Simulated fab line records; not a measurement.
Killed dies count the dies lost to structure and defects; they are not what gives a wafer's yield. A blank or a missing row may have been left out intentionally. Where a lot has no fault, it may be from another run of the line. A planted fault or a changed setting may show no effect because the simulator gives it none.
fab line records | flow sky130
[record] lots = 6 | wafers = 18 | lastDay = 51
route steps=708 shown GATE_OXIDE@201 POLY_GATE@204 RES_PROTECT@206 PAD_OPEN@708
lots with no fault: from the same line, run without faults
startH: start of the lot's first displayed wafer, in hours after the record's first day | waitH: how many hours have passed since the lot's step before this one | " the same as in the row above | L1.1+2: a row that stands for several wafers | - either no value or no given start | * or withheld: withheld | < > ~ a bound
route shown NAME@n: NAME is a module with steps in the file, n the number in the route of the first one | usual: average and standard deviation across the fault-free wafers | same: alike in all rows | chamber/n: place in a boat | sites: readings site by site | _std_site: the values' standard deviation | _edge_site: the outer-site mean with the inner-site mean subtracted | radiusMm: how far each site lies from the wafer's centre | mask NAME#n: copy n | behind: the most recent tool/chamber to have shaped the wafer | hold: the reason the lot was held/the length of the hold in hours/how it ended | device: whichever transistor did not switch (one of n, p or np) | end of line: the route-end tests of the same wafers | a step without rows: its recipe alone | killed: at the first sort, the dies lost to defects and structure; wafer yield is something else | map: dies across one wafer; x = killed, . = not, _ = none there
set.NAME: the setting that was run; set.NAME@STEP: the one run at that earlier step | model.NAME: the simulator's own value behind a step, which no gauge read
certain route steps with their lots: each step a table, each wafer a row
services: a tool's chamber out of use, with start hour (startH, from the record's first day; less than 0 if before it), hours out, and reason
[[steps]]
[step SKY_GATE_OXIDE_TW_MEAS_14]
[usual] GATE_OXIDE_TW = 225.0/2.8
lot.wafer | tool         | chamber | startH | waitH | GATE_OXIDE_TW
L910.2    | filmMetro-03 | -       | 331.18 | 0.1   | 222.1
L910.3    | "            | -       | "      | "     | 224.1
L910.6    | "            | -       | "      | "     | 220.5
L911.1    | filmMetro-03 | -       | 334.27 | 0.1   | 221.6
L911.2    | "            | -       | "      | "     | 222.4
L911.6    | "            | -       | "      | "     | 222.5
L923.1    | filmMetro-03 | -       | 456.10 | 0.1   | 223.5
L923.5    | "            | -       | "      | "     | 221.7
L923.6    | "            | -       | "      | "     | 222.8
L924.2    | filmMetro-01 | -       | 468.33 | 0.1   | 223.8
L924.4    | "            | -       | "      | "     | 224.5
L924.5    | "            | -       | "      | "     | 225.1
L925.1    | filmMetro-03 | -       | 469.39 | 0.1   | 222.9
L925.3    | "            | -       | "      | "     | 223.2
L925.4    | "            | -       | "      | "     | 222.4
L932.1    | filmMetro-01 | -       | 513.27 | 0.1   | 225.1
L932.4    | "            | -       | "      | "     | 225.4
L932.6    | "            | -       | "      | "     | 224.5
[step SKY_GATE_OXIDE_CLEAN_15]
[recipe] chemistry = SC1/SC2 | mix = 1:4:20 | tempC = 70 | timeS = 150 | dry = n2Spin
[step SKY_GATE_OXIDE_OXIDATION_16]
[recipe] tempC = 800 | ambient = O2 | idleTempC = 700 | rampUpCPerMin = 10 | rampDownCPerMin = 3 | stabiliseS = 600 | purgeS = 300 | targetThkA = 35.7 | oxTimeS = 1915
[step SKY_POLY_GATE_CVD_00]
[recipe] material = poly-Si | targetThkNm = 180 | tempC = 620 | timeS = 720 | pressureMtorr = 200
[step SKY_POLY_GATE_THK_MEAS_01]
[recipe] reads = poly-Si_of_POLY_GATE_CVD_00
[usual] POLY_GATE_CVD_00_THK = 180.0/1.7
lot.wafer | tool         | chamber | startH | waitH | POLY_GATE_CVD_00_THK[nm]
L910.2    | filmMetro-02 | -       | 334.37 | 0.0   | 179.2
L910.3    | "            | -       | "      | "     | 178.5
L910.6    | "            | -       | "      | "     | 180.2
L911.1    | filmMetro-03 | -       | 337.37 | 0.0   | 180.9
L911.2    | "            | -       | "      | "     | 180.4
L911.6    | "            | -       | "      | "     | 180.2
L923.1    | filmMetro-01 | -       | 459.49 | 0.0   | 177.2
L923.5    | "            | -       | "      | "     | 179.5
L923.6    | "            | -       | "      | "     | 178.4
L924.2    | filmMetro-02 | -       | 471.20 | 0.0   | 177.2
L924.4    | "            | -       | "      | "     | 178.8
L924.5    | "            | -       | "      | "     | 178.7
L925.1    | filmMetro-02 | -       | 472.72 | 0.0   | 180.5
L925.3    | "            | -       | "      | "     | 179.8
L925.4    | "            | -       | "      | "     | 180.8
L932.1    | filmMetro-01 | -       | 516.11 | 0.0   | 181.8
L932.4    | "            | -       | "      | "     | 180.6
L932.6    | "            | -       | "      | "     | 181.6
[step SKY_RES_PROTECT_DEHYDRATE_00]
[recipe] tempC = 200 | timeS = 60
[step SKY_RES_PROTECT_HMDS_01]
[recipe] primeTimeS = 60 | primeTempC = 120
[step SKY_RES_PROTECT_COAT_02]
[recipe] resist = NOVOLAK | spinRpm = 3000 | resistThkNm = 1140
[step SKY_RES_PROTECT_SOFTBAKE_03]
[recipe] tempC = 90 | timeS = 60 | resist = NOVOLAK
[step SKY_RES_PROTECT_EXPOSE_04]
[recipe] maskId = RPM | na = 0.6 | sourceShape = conventional | sigmaOuter = 0.6 | polarization = unpolarized | targetCdNm = 1270 | doseMj = 131
[step SKY_RES_PROTECT_PEB_05]
[recipe] tempC = withheld | timeS = * | resist = NOVOLAK
[step SKY_RES_PROTECT_DEVELOP_06]
[recipe] resist = NOVOLAK | developer = TMAH | developTimeS = 60 | devTempC = 23
[step SKY_POLY_GATE_IMPLANT_02]
[recipe] species = P | energyKev = 30 | doseCm2 = 7.7e+15 | tiltDeg = 0
[usual] beamOnS = 32.9/1.3 | doseIonsCm2 = 7.701e+15/8.1e+12 | endStationPressureTorr = 1.15e-05/6.7e-07
[same] implantIonAmu = 31
lot.wafer | tool         | chamber | startH | waitH | beamOnS | doseIonsCm2 | endStationPressureTorr
L910.2    | implanter-04 | 0       | 363.61 | 0.1   | 32.5    | 7.702e+15   | 1.22e-05
L910.3    | "            | 0       | "      | "     | 33.5    | 7.704e+15   | 1.24e-05
L910.6    | "            | 0       | "      | "     | 32.7    | 7.704e+15   | 1.17e-05
L911.1    | implanter-04 | 0       | 367.08 | 0.1   | 33.0    | 7.706e+15   | 1.11e-05
L911.2    | "            | 0       | "      | "     | 31.5    | 7.714e+15   | 1.12e-05
L911.6    | "            | 0       | "      | "     | 32.1    | 7.705e+15   | 1.18e-05
L923.1    | implanter-04 | 0       | 490.78 | 0.1   | 12.5    | 2.927e+15   | 1.49e-05
L923.5    | "            | 0       | "      | "     | 12.4    | 2.924e+15   | 1.55e-05
L923.6    | "            | 0       | "      | "     | 12.5    | 2.915e+15   | 1.55e-05
L924.2    | implanter-04 | 0       | 502.31 | 0.1   | 12.9    | 2.927e+15   | 1.61e-05
L924.4    | "            | 0       | "      | "     | 12.6    | 2.921e+15   | 1.55e-05
L924.5    | "            | 0       | "      | "     | 12.4    | 2.92e+15    | 1.53e-05
L925.1    | implanter-01 | 0       | 502.96 | 0.1   | 33.0    | 7.688e+15   | 1.21e-05
L925.3    | "            | 0       | "      | "     | 32.1    | 7.706e+15   | 1.19e-05
L925.4    | "            | 0       | "      | "     | 33.4    | 7.703e+15   | 1.12e-05
L932.1    | implanter-01 | 0       | 547.53 | 0.1   | 33.3    | 7.699e+15   | 1.06e-05
L932.4    | "            | 0       | "      | "     | 33.7    | 7.696e+15   | 1.14e-05
L932.6    | "            | 0       | "      | "     | 31.6    | 7.695e+15   | 1.13e-05
[step SKY_RES_PROTECT_STRIP_07]
[recipe] chemistry = O2/N2 | powerW = 1400 | pressureMtorr = 1500 | platenTempC = withheld | o2FlowSccm = 3000 | n2FlowSccm = 300 | overashFraction = 0.5
[usual] chamberPressureMTorr = 1499.7/1.4 | drypumpMotorCurrentA = 5.8/0.57 | oesProductAu = 0.517/0.0048 | stripTimeToEndpointS = 23.30/0.042
lot.wafer | tool           | chamber | startH | waitH | chamberPressureMTorr | drypumpMotorCurrentA | oesProductAu | rfHoursCounterH | stripTimeToEndpointS
L910.2    | plasmaAsher-02 | 1       | 363.73 | 0.1   | 1499.7               | 4.7                  | 0.518        | 69              | 23.33
L910.3    | "              | 1       | "      | "     | 1498.1               | 4.7                  | 0.517        | -               | 23.27
L910.6    | "              | 0       | "      | "     | 1498.0               | 6.2                  | 0.518        | -               | 23.27
L911.1    | plasmaAsher-01 | 1       | 367.23 | 0.1   | 1499.9               | 6.2                  | 0.526        | 63              | 23.33
L911.2    | "              | 0       | "      | "     | 1499.3               | 5.4                  | 0.513        | 63              | 23.31
L911.6    | "              | 1       | "      | "     | 1500.5               | 6.2                  | 0.517        | -               | 23.33
L923.1    | plasmaAsher-01 | 0       | 490.93 | 0.1   | 1501.7               | 5.4                  | 0.578        | 6               | 19.53
L923.5    | "              | 1       | "      | "     | 1500.6               | 6.2                  | 0.572        | -               | 19.57
L923.6    | "              | 0       | "      | "     | 1500.0               | 5.4                  | 0.573        | -               | 19.54
L924.2    | plasmaAsher-01 | 0       | 502.43 | 0.1   | 1502.1               | 5.4                  | 0.572        | 7               | 19.53
L924.4    | "              | 1       | "      | "     | 1502.3               | 6.2                  | 0.573        | -               | 19.50
L924.5    | "              | 0       | "      | "     | 1499.1               | 5.4                  | 0.579        | -               | 19.49
L925.1    | plasmaAsher-01 | 1       | 503.11 | 0.1   | 1499.1               | 6.2                  | 0.512        | 7               | 23.35
L925.3    | "              | 1       | "      | "     | 1499.2               | 6.2                  | 0.517        | -               | 23.34
L925.4    | "              | 0       | "      | "     | 1502.5               | 5.4                  | 0.514        | -               | 23.35
L932.1    | plasmaAsher-02 | 0       | 547.68 | 0.1   | 1499.5               | 6.2                  | 0.514        | 87              | 23.24
L932.4    | "              | 1       | "      | "     | 1499.6               | 4.7                  | 0.515        | -               | 23.28
L932.6    | "              | 1       | "      | "     | 1499.3               | 4.7                  | 0.522        | -               | 23.31
[step SKY_RES_PROTECT_TW_MEAS_08]
[usual] POLY_GATE_TW = 4056/53
lot.wafer | tool         | chamber | startH | waitH | POLY_GATE_TW
L910.2    | filmMetro-04 | -       | 363.84 | 0.1   | 4081
L910.3    | "            | -       | "      | "     | 4105
L910.6    | "            | -       | "      | "     | 4093
L911.1    | filmMetro-03 | -       | 367.33 | 0.1   | 3973
L911.2    | "            | -       | "      | "     | 3978
L911.6    | "            | -       | "      | "     | 3968
L923.1    | filmMetro-03 | -       | 491.03 | 0.1   | 3646
L923.5    | "            | -       | "      | "     | 3655
L923.6    | "            | -       | "      | "     | 3648
L924.2    | filmMetro-04 | -       | 502.54 | 0.1   | 3738
L924.4    | "            | -       | "      | "     | 3754
L924.5    | "            | -       | "      | "     | 3752
L925.1    | filmMetro-04 | -       | 503.21 | 0.1   | 4107
L925.3    | "            | -       | "      | "     | 4109
L925.4    | "            | -       | "      | "     | 4097
L932.1    | filmMetro-04 | -       | 547.78 | 0.1   | 4101
L932.4    | "            | -       | "      | "     | 4120
L932.6    | "            | -       | "      | "     | 4112
[step SKY_RES_PROTECT_CLEAN_09]
[recipe] chemistry = SC1/SC2 | mix = 1:4:20 | tempC = 70 | timeS = 150 | dry = n2Spin
[step SKY_PAD_OPEN_PROBE_99]
[usual] killed_at_M0_to_M3 = 43/7 | killed_at_M4_up = 3.1/1.5 | killedAtContacts = 23/4.9 | killedAtFrontEnd = 16/3.9 | killedAtOther = 0.3/0.52 | killedDies = 86/8.2 | killedOpen = 47/6.1 | killedShort = 38/5.8
[same] grossDies = 492 | killedAtBackSide = 0
lot.wafer | tool      | chamber | startH  | waitH | killed_at_M0_to_M3 | killed_at_M4_up | killedAtContacts | killedAtFrontEnd | killedAtOther | killedDies | killedOpen | killedShort | model.etest.resPoly.lineOhmUm | model.etest.liconPoly.rcOhm | model.etest.resPoly.rsOhmSq | model.etest.nfet_01v8.rOnOhmUm | model.etest.nfet_01v8_swapped.driveUaUm | model.etest.nfet_01v8_turned.driveUaUm | model.etest.nfet_01v8.driveUaUm | model.etest.nfet_01v8_lvt.driveUaUm
L911.1    | prober-01 | -       | 1119.60 | 0.1   | 46                 | 4               | 25               | 10               | 0             | 85         | 57         | 27          | 494.7                         | 159                         | 47.53                       | 844                            | 505.1                                   | 505.1                                  | 504.4                           | 575
L911.2    | prober-01 | -       | 1119.65 | 0.1   | 41                 | 3               | 30               | 17               | 0             | 91         | 43         | 48          | 509.9                         | 153.1                       | 47.25                       | 835                            | 502.2                                   | 507.3                                  | 504.8                           | 573.9
L911.6    | prober-01 | -       | 1119.85 | 0.2   | 49                 | 2               | 29               | 12               | 0             | 92         | 60         | 32          | 502.6                         | 155.2                       | 47.57                       | 838.9                          | 500.3                                   | 502.8                                  | 500.7                           | 569.2
L910.2    | prober-02 | -       | 1120.33 | 0.1   | 59                 | 1               | 25               | 12               | 1             | 98         | 53         | 45          | 499.4                         | 149.1                       | 48.33                       | 845                            | 491.8                                   | 491.7                                  | 488.3                           | 563
L910.3    | prober-02 | -       | 1120.38 | 0.2   | 49                 | 1               | 25               | 11               | 1             | 87         | 47         | 40          | 519                           | 149.1                       | 48.18                       | 845.3                          | 491.2                                   | 491.9                                  | 490.1                           | 561.7
L910.6    | prober-02 | -       | 1120.53 | 0.2   | 38                 | 1               | 32               | 14               | 0             | 85         | 41         | 44          | 505                           | 151.1                       | 47.28                       | 840.9                          | 484.7                                   | 489.8                                  | 490.9                           | 558.3
L923.1    | prober-01 | -       | 1201.16 | 0.1   | 34                 | 2               | 30               | 18               | 0             | 84         | 42         | 42          | 1521                          | 922.8                       | 138.5                       | 848.7                          | 485.3                                   | 481.8                                  | 482.5                           | 556.7
L923.5    | prober-01 | -       | 1201.36 | 0.2   | 41                 | 4               | 22               | 17               | 1             | 85         | 53         | 31          | 1517                          | 926.4                       | 137.4                       | 865.9                          | 477.1                                   | 470.6                                  | 473                             | 545.9
L923.6    | prober-01 | -       | 1201.41 | 0.2   | 23                 | 4               | 25               | 19               | 0             | 71         | 40         | 31          | 1609                          | 950                         | 140                         | 878                            | 465.2                                   | 462.5                                  | 455.7                           | 531.5
L924.2    | prober-02 | -       | 1205.31 | 0.1   | 45                 | 4               | 31               | 13               | 1             | 94         | 51         | 43          | 1551                          | 933.4                       | 142.4                       | 878.8                          | 459.9                                   | 457.6                                  | 454.7                           | 525.7
L924.4    | prober-02 | -       | 1205.41 | 0.2   | 39                 | 2               | 27               | 19               | 0             | 87         | 46         | 40          | 1498                          | 924                         | 142.8                       | 881.1                          | 461.5                                   | 461.3                                  | 457.3                           | 529.5
L924.5    | prober-02 | -       | 1205.46 | 0.2   | 46                 | 3               | 24               | 21               | 0             | 94         | 47         | 46          | 1490                          | 927.5                       | 143.4                       | 886.7                          | 460.9                                   | 462.7                                  | 458.1                           | 526.4
L925.1    | prober-01 | -       | 1206.40 | 0.1   | 42                 | 1               | 15               | 18               | 0             | 76         | 46         | 30          | 515.3                         | 152.2                       | 48.09                       | 828.4                          | 505.4                                   | 508.8                                  | 508.2                           | 577.8
L925.3    | prober-01 | -       | 1206.50 | 0.2   | 44                 | 2               | 23               | 18               | 0             | 87         | 42         | 45          | 516.4                         | 158                         | 49.03                       | 845.9                          | 494                                     | 493                                    | 494.3                           | 569.4
L925.4    | prober-01 | -       | 1206.55 | 0.2   | 44                 | 5               | 14               | 19               | 0             | 82         | 50         | 32          | 525.2                         | 157.9                       | 48.62                       | 847                            | 493.2                                   | 488.3                                  | 490.2                           | 557
L932.1    | prober-02 | -       | 1225.41 | 0.1   | 44                 | 2               | 23               | 14               | 0             | 83         | 43         | 40          | 498.8                         | 152.1                       | 48.68                       | 849.5                          | 493.4                                   | 498.2                                  | 494.6                           | 561
L932.4    | prober-02 | -       | 1225.56 | 0.2   | 35                 | 2               | 28               | 13               | 2             | 80         | 44         | 36          | 498.7                         | 151.3                       | 49.35                       | 884.4                          | 478.9                                   | 481                                    | 476.3                           | 548.3
L932.6    | prober-02 | -       | 1225.66 | 0.2   | 43                 | 5               | 29               | 10               | 0             | 87         | 49         | 38          | 527.3                         | 157.1                       | 49.24                       | 843.8                          | 495.7                                   | 492.3                                  | 492.1                           | 560.3
// killed by level:class
L911.1 VIA1:geometricParticle:open=14 LI_CONTACT:geometricParticle:open=9 VIA3:geometricParticle:open=8 VIA2:geometricParticle:open=8 CONTACT:geometricParticle:open=7 METAL2:geometricParticle:short=5 CONTACT:geometricParticle:short=4 METAL1:geometricParticle:short=4
L911.2 LI_CONTACT:geometricParticle:open=9 CONTACT:geometricParticle:open=8 METAL1:geometricParticle:short=8 VIA1:geometricParticle:open=8 METAL2:geometricParticle:short=6 FIELD_ISO:geometricParticle:open=5 VIA3:geometricParticle:short=5 CONTACT:geometricParticle:short=5
L911.6 CONTACT:geometricParticle:open=15 VIA1:geometricParticle:open=15 VIA2:geometricParticle:open=9 FIELD_ISO:geometricParticle:open=6 VIA3:geometricParticle:open=6 LOCAL_INTERCONNECT:geometricParticle:short=5 LI_CONTACT:geometricParticle:open=4 CONTACT:geometricParticle:short=4
L910.2 VIA1:geometricParticle:open=14 VIA3:geometricParticle:open=8 LI_CONTACT:geometricParticle:open=7 METAL1:geometricParticle:short=7 VIA2:geometricParticle:open=6 CONTACT:geometricParticle:short=6 METAL2:geometricParticle:short=6 FIELD_ISO:geometricParticle:open=5
L910.3 LI_CONTACT:geometricParticle:open=12 VIA1:geometricParticle:open=12 METAL1:geometricParticle:short=9 CONTACT:geometricParticle:open=7 VIA3:geometricParticle:short=5 METAL3:geometricParticle:short=5 FIELD_ISO:geometricParticle:short=4 METAL2:geometricParticle:short=4
L910.6 CONTACT:geometricParticle:open=16 VIA1:geometricParticle:open=8 VIA2:geometricParticle:short=7 LI_CONTACT:geometricParticle:open=7 METAL1:geometricParticle:short=6 CONTACT:geometricParticle:short=5 VIA1:geometricParticle:short=4 VIA2:geometricParticle:open=4
L923.1 CONTACT:geometricParticle:open=13 FIELD_ISO:geometricParticle:open=8 METAL2:geometricParticle:short=8 FIELD_ISO:geometricParticle:short=7 VIA1:geometricParticle:short=7 VIA3:geometricParticle:open=6 CONTACT:geometricParticle:short=6 VIA1:geometricParticle:open=6
L923.5 VIA1:geometricParticle:open=13 FIELD_ISO:geometricParticle:open=7 LI_CONTACT:geometricParticle:open=7 CONTACT:geometricParticle:open=6 VIA2:geometricParticle:open=5 LOCAL_INTERCONNECT:geometricParticle:short=4 METAL1:geometricParticle:open=4 METAL1:geometricParticle:short=4
L923.6 CONTACT:geometricParticle:open=10 POLY_GATE:geometricParticle:short=6 VIA3:geometricParticle:open=6 POLY_GATE:geometricParticle:open=5 FIELD_ISO:geometricParticle:open=4 LI_CONTACT:geometricParticle:open=4 CONTACT:geometricParticle:short=4 VIA1:geometricParticle:open=4
L924.2 CONTACT:geometricParticle:open=13 METAL1:geometricParticle:short=10 VIA3:geometricParticle:open=10 VIA1:geometricParticle:open=9 CONTACT:geometricParticle:short=7 LI_CONTACT:geometricParticle:open=5 FIELD_ISO:geometricParticle:open=4 VIA2:geometricParticle:open=4
L924.4 CONTACT:geometricParticle:open=8 POLY_GATE:geometricParticle:short=7 LI_CONTACT:geometricParticle:open=7 VIA2:geometricParticle:open=7 FIELD_ISO:geometricParticle:open=6 METAL1:geometricParticle:short=6 CONTACT:geometricParticle:short=5 VIA3:geometricParticle:open=5
L924.5 CONTACT:geometricParticle:open=9 VIA1:geometricParticle:open=8 METAL2:geometricParticle:short=7 METAL1:geometricParticle:short=7 VIA3:geometricParticle:open=6 CONTACT:geometricParticle:short=5 VIA1:geometricParticle:short=5 FIELD_ISO:geometricParticle:open=4
L925.1 VIA1:geometricParticle:open=13 LI_CONTACT:geometricParticle:open=6 VIA2:geometricParticle:open=6 VIA3:geometricParticle:open=6 CONTACT:geometricParticle:open=4 METAL2:geometricParticle:short=4 POLY_GATE:geometricParticle:short=4 FIELD_ISO:geometricParticle:open=3
L925.3 LI_CONTACT:geometricParticle:open=9 VIA3:geometricParticle:open=9 METAL2:geometricParticle:short=8 VIA2:geometricParticle:open=8 CONTACT:geometricParticle:short=7 VIA1:geometricParticle:open=7 METAL1:geometricParticle:short=6 POLY_GATE:geometricParticle:short=5
L925.4 VIA2:geometricParticle:open=14 CONTACT:geometricParticle:open=6 METAL3:geometricParticle:short=5 VIA3:geometricParticle:open=5 FIELD_ISO:geometricParticle:open=4 POLY_GATE:geometricParticle:open=4 METAL1:geometricParticle:short=4 VIA1:geometricParticle:open=4
L932.1 VIA1:geometricParticle:open=15 LI_CONTACT:geometricParticle:open=7 LOCAL_INTERCONNECT:geometricParticle:short=5 CONTACT:geometricParticle:open=5 VIA1:geometricParticle:short=5 VIA2:geometricParticle:open=5 METAL2:geometricParticle:short=5 LI_CONTACT:geometricParticle:short=4
L932.4 CONTACT:geometricParticle:open=11 LI_CONTACT:geometricParticle:open=9 METAL1:geometricParticle:short=6 VIA1:geometricParticle:short=6 VIA1:geometricParticle:open=5 VIA2:geometricParticle:open=5 VIA3:geometricParticle:open=5 FIELD_ISO:geometricParticle:short=3
L932.6 CONTACT:geometricParticle:open=11 VIA1:geometricParticle:open=9 VIA2:geometricParticle:open=7 VIA1:geometricParticle:short=6 LI_CONTACT:geometricParticle:open=6 CONTACT:geometricParticle:short=6 VIA3:geometricParticle:open=5 METAL2:geometricParticle:short=5
[[services]]
tool           | chamber | startH | hours | kind
implanter-01   | -       | 348.33 | 1.7   | repair
plasmaAsher-02 | -       | 354.37 | 0.5   | repair
implanter-04   | -       | 383.49 | 8.5   | repair
implanter-04   | -       | 392.29 | 6.4   | pm
plasmaAsher-02 | -       | 396.97 | 2.3   | repair
plasmaAsher-01 | -       | 421.25 | 9.0   | pm
plasmaAsher-01 | 0       | 421.25 | 9.0   | ventCycle
plasmaAsher-01 | 1       | 421.25 | 9.0   | ventCycle
implanter-01   | -       | 424.59 | 3.8   | repair
plasmaAsher-01 | 0       | 430.25 | -     | clean
plasmaAsher-01 | 1       | 430.25 | -     | clean
plasmaAsher-02 | -       | 438.12 | 1.5   | repair
implanter-04   | -       | 479.99 | 5.4   | pm
plasmaAsher-02 | -       | 487.03 | 4.3   | pm
implanter-04   | -       | 498.57 | 3.4   | repair
plasmaAsher-01 | -       | 517.58 | 0.3   | repair
[[key]]
[firstSign] step = SKY_POLY_GATE_IMPLANT_02 | reading = doseIonsCm2 | direction = down | sigmas = 99+ | usual = * | struck = *
[effect] step = SKY_POLY_GATE_IMPLANT_02 | reading = beamOnS | direction = down | sigmas = 15 | usual = 32.9 | struck = 12.6
[effect] step = SKY_RES_PROTECT_STRIP_07 | reading = stripTimeToEndpointS | direction = down | sigmas = 90 | usual = * | struck = *
[effect] step = SKY_RES_PROTECT_TW_MEAS_08 | reading = POLY_GATE_TW | direction = down | sigmas = 6.7 | usual = 4056 | struck = 3699
[modelEffect] step = SKY_PAD_OPEN_PROBE_99 | value = etest.resPoly.lineOhmUm | without = 529.6 | struck = 1531
metAt SKY_POLY_GATE_IMPLANT_02
struckWafers L923.1,L923.5,L923.6,L924.2,L924.4,L924.5
testerLeftOut L923,L924
onsetBetween 367.08 490.78
[fault] kind = processParameterDrift | tool = implanter-04 | chamber = - | onsetH = 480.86 | steps = SKY_POLY_GATE_IMPLANT_02 | channel = doseCm2 | offset = * | shape = step | endH = 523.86 | actsIn = * | stated = *
// testerLeftOut: of these lots the tester's yield and bins aren't shown, on N5 and GAA mostly nor the transistor test; their killed dies are dies lost to structure and defects alone, not to doping, threshold or leakage, so they don't give the yield
